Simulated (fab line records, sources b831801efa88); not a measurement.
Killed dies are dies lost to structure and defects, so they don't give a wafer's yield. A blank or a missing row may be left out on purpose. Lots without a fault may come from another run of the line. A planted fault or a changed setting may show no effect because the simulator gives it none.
A struck lot beside a sound one | flow sky130 | 32 steps out of a route of 708
Sound: wafers L273.1, L273.4, L273.6. Struck: wafer L291.6. (L291.2, L291.5 of the same lot were not struck and are left out.) The cause comes at the end.
At each step with rows: each side's tool, then ch and its chambers, then its first start. Under that, the readings that differ: sound wafers | struck wafers | difference of the means | sigmas: that difference in standard deviations of wafers without a fault.
alike: readings whose means differ by less than 2 such deviations, and words and numbers that are the same on both sides. not compared: withheld readings, readings that some wafer has no value for, bounds like >300 that may hide the same value, and numbers for which the record gives no deviation and whose values overlap.
The two part at a step that has a row with sigmas, a row that says differs or no value, or rows on one side only. Numbers that don't overlap but have no deviation are shown without sigmas and don't part them. A reading that every wafer of one side lacks parts them only if that side has two wafers or more.

first, 5 steps without rows for these wafers: SKY_CONTACT_STRIP_20 (strips in post etch residue remover, time 1200 s); SKY_CONTACT_CLEAN_21 (cleans in IPA, time 180 s); SKY_CONTACT_CLEAN_22 (cleans in O3/DIW); SKY_CONTACT_SPUTTER_23 (material TiN, target thk 20 nm, time 80 s); SKY_CONTACT_CVD_24 (deposits W, target thk 340 nm, time 102.12 s).
SKY_CONTACT_RS_MEAS_25: measures by four-point-probe.
  sound on film_metro-01, day 34 03:10; struck on film_metro-01, day 38 21:23
  alike: CONTACT_W_RS
SKY_CONTACT_THK_MEAS_26: measures by xrf.
  sound on film_metro-01, day 34 03:17; struck on film_metro-01, day 38 21:30
  alike: CONTACT_W_THK
SKY_CONTACT_CMP_27: polishes, stops on SiO2, t overpolish 15 s, target thk 0 nm.
  sound on cmp-01 ch 2,3, day 34 03:20; struck on cmp-02 ch 1, day 38 21:42
  alike: head_pressure_psi, motor_current_A, overpolish_run_s, time_to_endpoint_s
then, 1 step without rows for these wafers: SKY_METAL1_SPUTTER_00 (material Ti, target thk 15 nm, time 10 s).
SKY_METAL1_SPUTTER_01: material TiN, target thk 20 nm, time 16.7 s.
  sound on pvd_sputter-03, day 34 03:40; struck on pvd_sputter-03, day 38 21:53
  alike: throttle_valve_pct
SKY_METAL1_SPUTTER_02: material AlCu, target thk 250 nm, time 13.3 s.
  sound on pvd_sputter-03, day 34 03:41; struck on pvd_sputter-03, day 38 21:54
  alike: throttle_valve_pct
then, 1 step without rows for these wafers: SKY_METAL1_SPUTTER_03 (material Ti, target thk 5 nm, time 3.3 s).
SKY_METAL1_SPUTTER_04: material TiN, target thk 70 nm, time 58.3 s.
  sound on pvd_sputter-03, day 34 03:44; struck on pvd_sputter-03, day 38 21:56
  reading                                    | sound             | struck | difference | sigmas
  model.TiN_of_METAL1_SPUTTER_04.thk_nm (nm) | 68.75 69.34 69.04 | 95.94  | +26.90     |
  alike: throttle_valve_pct
SKY_METAL1_RS_MEAS_05: measures by four-point-probe.
  sound on film_metro-04, day 34 03:47; struck on film_metro-01, day 38 22:01
  alike: METAL1_ALCU_RS
SKY_METAL1_THK_MEAS_06: measures by xrf.
  sound on film_metro-04, day 34 03:54; struck on film_metro-01, day 38 22:07
  reading              | sound       | struck | difference | sigmas
  METAL1_ALCU_THK (nm) | 252 250 249 | 242    | -8         | -3
then, 8 steps without rows for these wafers: SKY_METAL1_DEHYDRATE_07 (time 60 s); SKY_METAL1_HMDS_08 (prime time 60 s); SKY_METAL1_COAT_09 (resist thk 60 nm); SKY_METAL1_COAT_10 (resist thk 450 nm); SKY_METAL1_SOFTBAKE_11 (time 90 s); SKY_METAL1_EXPOSE_12 (exposes mask MM1, target cd 140 nm); SKY_METAL1_PEB_13; SKY_METAL1_DEVELOP_14 (develop time 60 s).
SKY_METAL1_CD_MEAS_15: target cd 140 nm.
  sound on cd_sem-02, day 35 05:46; struck on cd_sem-01, day 39 23:08
  alike: cd_nm
SKY_METAL1_OVL_MEAS_16:
  sound on overlay-02, day 35 05:53; struck on overlay-01, day 39 23:15
  alike: METAL1_OVL
SKY_METAL1_DESCUM_17: chemistry O2, time 8 s.
  sound on rie_metal-01 ch 0,1, day 35 05:55; struck on rie_metal-04 ch 1, day 39 23:17
  alike: drypump_motor_current_A, oes_product_au
  not compared: rf_hours_counter_h
SKY_METAL1_ETCH_18: etches BARC in N2/H2, stops on SiO2, time 45.9 s, target depth 60 nm.
  sound on rie_metal-01 ch 0,1, day 35 05:57; struck on rie_metal-04 ch 1, day 39 23:19
  alike: drypump_motor_current_A, oes_product_au, throttle_valve_pct
  not compared: rf_hours_counter_h
SKY_METAL1_METAL_ETCH_19: etches the open film in Cl2/BCl3, stops on SiO2, target depth 360 nm, time 78 s.
  sound on rie_metal-01 ch 0,1, day 35 06:01; struck on rie_metal-04 ch 1, day 39 23:22
  reading               | sound             | struck | difference | sigmas
  oes_product_au (a.u.) | 0.860 0.854 0.853 | 0.836  | -0.020     | -3
  alike: drypump_motor_current_A, throttle_valve_pct
  not compared: rf_hours_counter_h
then, 1 step without rows for these wafers: SKY_METAL1_STRIP_20 (strips in O2/N2).
SKY_METAL1_STRIP_21: strips in post etch residue remover, time 1200 s.
  sound on wet_bench-01 ch 1, day 35 06:12; struck on wet_bench-02 ch 2, day 39 23:34
  reading                                    | sound             | struck | difference | sigmas
  model.TiN_of_METAL1_SPUTTER_04.thk_nm (nm) | 68.33 68.92 68.62 | 95.52  | +26.90     |
then, 1 step without rows for these wafers: SKY_METAL1_CLEAN_22 (cleans in IPA, time 180 s).
-- the record jumps here: 11 days lie between the struck wafers' starts before and after (it left off in module METAL1 and takes up again in module PAD_OPEN, whose first step shown is number 708 of the route) --
SKY_PAD_OPEN_PROBE_99:
  sound on prober-01, day 47 20:44; struck on prober-02, day 51 04:02
  reading                       | sound            | struck | difference | sigmas
  killed_open                   | 47 50 59         | 35     | -17        | -3
  model.etest.via1_chain.rc_ohm | 16.8 17.89 17.24 | 16.44  | -0.87      |
  alike: defect_limited_yield, killed_at_M0_to_M3, killed_at_M4_up, killed_at_contacts, killed_at_front_end, killed_at_other, killed_dies, killed_short, sort_bin_3_pad_short, sort_bin_5_function, sort_bin_6_memory, sort_n_pass, sort_yield_pct

WHERE THEY PART
First at SKY_METAL1_THK_MEAS_06; last, within this record, at SKY_PAD_OPEN_PROBE_99.

WHY: what the simulator had put in
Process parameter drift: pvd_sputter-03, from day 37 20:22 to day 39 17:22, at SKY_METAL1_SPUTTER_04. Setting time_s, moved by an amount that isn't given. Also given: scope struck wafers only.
